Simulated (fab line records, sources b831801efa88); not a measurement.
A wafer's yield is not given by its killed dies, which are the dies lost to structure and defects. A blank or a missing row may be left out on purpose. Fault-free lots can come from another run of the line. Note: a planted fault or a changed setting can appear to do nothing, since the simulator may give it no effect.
Matching of chambers | flow gf180mcu | 4 sister chambers for GF_V5_CMP_04 on cmp-02
The step polishes SiO2. 8 wafers are shown with their chamber, then 9 later ones without.

## EACH WAFER AND ITS CHAMBER
wafer  | chamber | motorCurrentA (A)
L247.4 | 3       | 12.0
L254.1 | 2       | 11.4
L254.5 | 3       | 12.3
L261.4 | 0       | 11.4
L261.5 | 1       | 14.0
L262.2 | 0       | 11.1
L262.5 | 2       | 12.1
L262.6 | 1       | 13.6

## WAFERS WHOSE CHAMBER IS MISSING
wafer  | motorCurrentA (A)
L266.1 | 13.9
L266.2 | 12.1
L266.3 | 11.3
L268.2 | 11.1
L268.4 | 12.5
L268.6 | 14.5
L269.2 | 12.0
L269.5 | 13.6
L269.6 | 11.8

## WHICH CHAMBER EACH WENT THROUGH
wafer  | from the rows above          | in truth
L266.1 | 1                            | 1
L266.2 | can't be placed: 3 or 2      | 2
L266.3 | can't be placed: 0 or 2      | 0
L268.2 | can't be placed: 0 or 2      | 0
L268.4 | can't be placed: 3 or 2      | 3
L268.6 | 1                            | 1
L269.2 | can't be placed: 3 or 2 or 0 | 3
L269.5 | 1                            | 1
L269.6 | can't be placed: 2 or 3 or 0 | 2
Correctly placed: 3 of 9. Not placeable from these rows: 6 (in 6, the candidates include the true chamber). Number placed wrongly: 0.
How it was worked out, from the rows above alone: a wafer's distance from a chamber is the root of the sum, over the readings, of the square of ((its reading less the chamber's mean) divided by the reading's scatter). The wafer belongs to the nearest chamber; if the next one is less than 2 further off, it can't be placed. Each chamber's mean is taken over the wafers shown for it. The scatter: the root of (the sum of the squares of (reading less its chamber's mean) over the shown wafers, divided by (wafers less chambers)).
